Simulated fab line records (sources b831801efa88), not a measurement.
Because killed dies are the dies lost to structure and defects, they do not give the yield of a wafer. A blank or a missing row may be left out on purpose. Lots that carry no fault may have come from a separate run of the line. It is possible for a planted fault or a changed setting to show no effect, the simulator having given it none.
Which tool is to blame? + flow gf180mcu + at 1 step of a route of 602, 7 lots with 21 wafers sampled

== WHAT THE GAUGES SHOWED, per wafer ==
GF_M3_THK_MEAS_06: measures by xrf.
| lot  | measured     | on            | M3_ALCU_THK (nm) |
|------|--------------|---------------|------------------|
| L676 | day 21 12:45 | film_metro-02 | 440 437 437      |
| L679 | day 22 09:59 | film_metro-04 | 437 435 441      |
| L681 | day 23 10:00 | film_metro-03 | 441 438 442      |
| L684 | day 24 06:41 | film_metro-04 | 442 444 442      |
| L687 | day 25 06:35 | film_metro-03 | 441 443 441      |
| L694 | day 27 12:22 | film_metro-03 | 437 437 436      |
| L696 | day 27 23:50 | film_metro-04 | 438 438 437      |

== TOOL THAT RAN EACH LOT (tool first, then ch and the chambers of the sampled wafers, then the start) ==
The record shows no process step preceding these readings.

== THE ANSWER, worked out from the rows above alone ==
Rule: what is usual is taken from the lots themselves. The widest of any qualifying gaps counts: lots, ordered by their means at a reading, are off when they make up no more than a third of the lots, leave a main group of 4 or more, and stand apart from it by 3 or more times the standard deviation of that group's means. Not used: any main group whose means are identical at the precision the tables above print for the reading. Also off: a lot with no number at a reading for which 4 or more lots have one. All remaining lots with rows at the step are treated as sound.
Across all readings shown, no lot is off: no conclusion can be drawn from this.

== WHAT WAS PUT IN BY THE SIMULATOR ==
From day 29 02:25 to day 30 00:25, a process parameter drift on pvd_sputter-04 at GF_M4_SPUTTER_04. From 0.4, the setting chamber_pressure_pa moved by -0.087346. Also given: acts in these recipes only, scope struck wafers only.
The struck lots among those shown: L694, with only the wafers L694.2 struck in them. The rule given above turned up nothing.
